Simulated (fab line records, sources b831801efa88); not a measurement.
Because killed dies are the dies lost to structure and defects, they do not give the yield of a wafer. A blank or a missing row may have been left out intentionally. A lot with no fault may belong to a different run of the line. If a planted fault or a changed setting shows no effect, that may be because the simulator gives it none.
Which tool did it? ; flow gf180mcu ; 11 lots with 33 wafers sampled at 3 steps, on a route of 602 steps

## WHAT THE GAUGES READ, wafer by wafer
GF_CONTACT_RS_MEAS_25: measurement is done with a four-point probe.
lot;measured;on;CONTACT_W_RS (ohm/sq)
L913;day 15 22:42;film-metro-01;0.377 0.390 0.371
L916;day 17 05:55;film-metro-01;0.373 0.373 0.375
L920;day 18 21:23;film-metro-01;0.379 0.378 0.373
L921;day 19 03:44;film-metro-03;0.373 0.377 0.379
L922;day 19 19:14;film-metro-03;0.388 0.372 0.372
L925;day 20 13:32;film-metro-02;0.372 0.383 0.387
L927;day 21 20:22;film-metro-03;0.395 0.391 0.377
L928;day 22 00:21;film-metro-03;0.372 0.382 0.383
L929;day 22 03:09;film-metro-02;0.378 0.384 0.379
L930;day 22 08:36;film-metro-02;0.633 0.605 0.639 0.635 0.605 0.637
L931;day 22 20:10;film-metro-01;0.638 0.613 0.603 0.638 0.613 0.603

## TOOL THAT RAN EACH LOT (tool first, then ch and the chambers of the sampled wafers, then the start)
lot;GF_CONTACT_STRIP_18;GF_CONTACT_CVD_24
L913;plasma-asher-04 ch 0,1, day 15 22:11;cvd-w-02 ch 0,1, day 15 22:36
L916;plasma-asher-02 ch 0,1, day 17 05:22;cvd-w-01 ch 0,1, day 17 05:48
L920;plasma-asher-04 ch 0,1, day 18 20:52;cvd-w-01 ch 0,1, day 18 21:16
L921;plasma-asher-03 ch 0,1, day 19 03:14;cvd-w-01 ch 0,1, day 19 03:38
L922;plasma-asher-03 ch 0,1, day 19 18:38;cvd-w-02 ch 0,1, day 19 19:08
L925;plasma-asher-04 ch 0,1, day 20 13:02;cvd-w-02 ch 0,1, day 20 13:26
L927;plasma-asher-03 ch 0,1, day 21 19:52;cvd-w-02 ch 0,1, day 21 20:16
L928;plasma-asher-02 ch 0,1, day 21 23:50;cvd-w-01 ch 0,1, day 22 00:14
L929;plasma-asher-04 ch 0,1, day 22 02:38;cvd-w-01 ch 0,1, day 22 03:03
L930;plasma-asher-03 ch 0,1, day 22 08:05;cvd-w-02 ch 0,1, day 22 08:28
L931;plasma-asher-02 ch 0,1, day 22 19:40;cvd-w-02 ch 0,1, day 22 20:04
- GF_CONTACT_STRIP_18: strips in O2/N2.
- GF_CONTACT_CVD_24: deposits W, target thk 300 nm, time 90.339 s.

## THE ANSWER, worked out from the rows above alone
Rule: the usual values come from the lots themselves. Put in order of their means at a reading, lots are off if they are a third of the lots or fewer, leave a main group of 4 or more, and stand apart from it by a gap of 3 or more times the standard deviation of the main group's means; of several such gaps the widest counts. The tables above print the reading to a certain number of digits; a main group whose means all agree to those digits is not used. Also off: a lot with no number at a reading for which 4 or more lots have one. Any other lot the step has rows for is counted as sound.
Off: at GF_CONTACT_RS_MEAS_25 (CONTACT_W_RS), L930, L931. Main group: mean 0.379 ohm/sq, sd 0.0037.
A tool fits if, at a process step before that reading, it ran every lot that is off, and no sound lot after the first of them. Gauges at GF_CONTACT_RS_MEAS_25: tried the same way as those tools. One candidate fits, namely cvd-w-02 at GF_CONTACT_CVD_24. Its last sound lot is L927 (day 21 20:16), its first lot that is off L930 (day 22 08:28): a fault that began between those two fits.

## WHAT THE SIMULATOR HAD INSERTED
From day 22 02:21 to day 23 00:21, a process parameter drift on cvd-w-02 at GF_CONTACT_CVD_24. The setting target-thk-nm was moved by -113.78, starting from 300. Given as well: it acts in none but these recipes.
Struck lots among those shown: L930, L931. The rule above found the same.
